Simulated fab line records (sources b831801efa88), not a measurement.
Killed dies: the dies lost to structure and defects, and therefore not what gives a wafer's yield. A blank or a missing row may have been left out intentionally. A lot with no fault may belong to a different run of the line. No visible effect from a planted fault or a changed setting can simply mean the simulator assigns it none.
Which tool did it? / flow gf180mcu / Sampling: 12 lots, 36 wafers, 2 of 602 route steps

## WHAT EACH GAUGE READ, for each wafer
GF_M3_OVL_MEAS_15. Usual: M3_OVL 1 nm, standard deviation 5.1.
lot=L869; measured=day 21 16:11; on=overlay-01; M3_OVL (nm)=6 6 -5; flag=
lot=L871; measured=day 22 10:16; on=overlay-01; M3_OVL (nm)=-10 -4 -10; flag=
lot=L872; measured=day 22 18:53; on=overlay-01; M3_OVL (nm)=1 -7 -1; flag=
lot=L873; measured=day 23 06:35; on=overlay-02; M3_OVL (nm)=9 7 2; flag=
lot=L876; measured=day 24 03:12; on=overlay-02; M3_OVL (nm)=5 2 2; flag=
lot=L877; measured=day 24 10:32; on=overlay-02; M3_OVL (nm)=4 -2 6; flag=
lot=L878; measured=day 24 22:14; on=overlay-02; M3_OVL (nm)=4 -4 1; flag=
lot=L879; measured=day 25 08:35; on=overlay-02; M3_OVL (nm)=-4 -3 -7; flag=
lot=L880; measured=day 25 13:46; on=overlay-02; M3_OVL (nm)=-5 -2 -6; flag=
lot=L881; measured=day 25 19:35; on=overlay-01; M3_OVL (nm)=5 5 2; flag=
lot=L884; measured=day 26 15:26; on=overlay-01; M3_OVL (nm)=4 6 6; flag=
lot=L886; measured=day 27 10:38; on=overlay-02; M3_OVL (nm)=13 5 3; flag=

## WHICH TOOL RAN EACH LOT (tool, then ch and the chambers of the sampled wafers, then the start)
lot=L869; GF_M3_SPUTTER_04=pvd-sputter-03, day 20 15:00
lot=L871; GF_M3_SPUTTER_04=pvd-sputter-01, day 21 11:15
lot=L872; GF_M3_SPUTTER_04=pvd-sputter-02, day 21 19:21
lot=L873; GF_M3_SPUTTER_04=pvd-sputter-02, day 22 07:15
lot=L876; GF_M3_SPUTTER_04=pvd-sputter-01, day 23 05:01
lot=L877; GF_M3_SPUTTER_04=pvd-sputter-01, day 23 12:35
lot=L878; GF_M3_SPUTTER_04=pvd-sputter-01, day 24 00:27
lot=L879; GF_M3_SPUTTER_04=pvd-sputter-03, day 24 10:33
lot=L880; GF_M3_SPUTTER_04=pvd-sputter-02, day 24 15:37
lot=L881; GF_M3_SPUTTER_04=pvd-sputter-02, day 24 21:40
lot=L884; GF_M3_SPUTTER_04=pvd-sputter-01, day 25 18:52
lot=L886; GF_M3_SPUTTER_04=pvd-sputter-03, day 26 14:08
- GF_M3_SPUTTER_04: material TiN, target thk 50 nm, time 41.7 s.

## AS READ BY THE TOOLS THEMSELVES (means over the sampled wafers that have a number; for cases with no such wafer, the mark the record gives instead)
GF_M3_SPUTTER_04. Usual: throttle-valve-pct reads 30.1 % (standard deviation 1.6).
lot=L869; tool=pvd-sputter-03; throttle-valve-pct (%)=29.3; flag=
lot=L871; tool=pvd-sputter-01; throttle-valve-pct (%)=29.6; flag=
lot=L872; tool=pvd-sputter-02; throttle-valve-pct (%)=30.3; flag=
lot=L873; tool=pvd-sputter-02; throttle-valve-pct (%)=32.5; flag=
lot=L876; tool=pvd-sputter-01; throttle-valve-pct (%)=29.2; flag=
lot=L877; tool=pvd-sputter-01; throttle-valve-pct (%)=29.2; flag=
lot=L878; tool=pvd-sputter-01; throttle-valve-pct (%)=30.0; flag=
lot=L879; tool=pvd-sputter-03; throttle-valve-pct (%)=29.4; flag=
lot=L880; tool=pvd-sputter-02; throttle-valve-pct (%)=32.8; flag=
lot=L881; tool=pvd-sputter-02; throttle-valve-pct (%)=32.0; flag=
lot=L884; tool=pvd-sputter-01; throttle-valve-pct (%)=29.8; flag=
lot=L886; tool=pvd-sputter-03; throttle-valve-pct (%)=30.1; flag=

## THE ANSWER, worked out from the rows above alone
Rule: lot off if the mean of its wafers having a number is beyond 3 standard deviations from the usual mean. A lot without any number at a reading at which 4 lots or more have one is off too. All remaining lots with rows at the step are treated as sound. First the gauges in route order, then the tools' own readings, where a lot's mean is used as printed above. The first step at which some lot is off is used, and at that step the reading that is off furthest; a lot without a number counts as furthest.
No lot is off on any of the readings shown, so nothing can be concluded from this.

## WHAT THE SIMULATOR HAD PUT IN
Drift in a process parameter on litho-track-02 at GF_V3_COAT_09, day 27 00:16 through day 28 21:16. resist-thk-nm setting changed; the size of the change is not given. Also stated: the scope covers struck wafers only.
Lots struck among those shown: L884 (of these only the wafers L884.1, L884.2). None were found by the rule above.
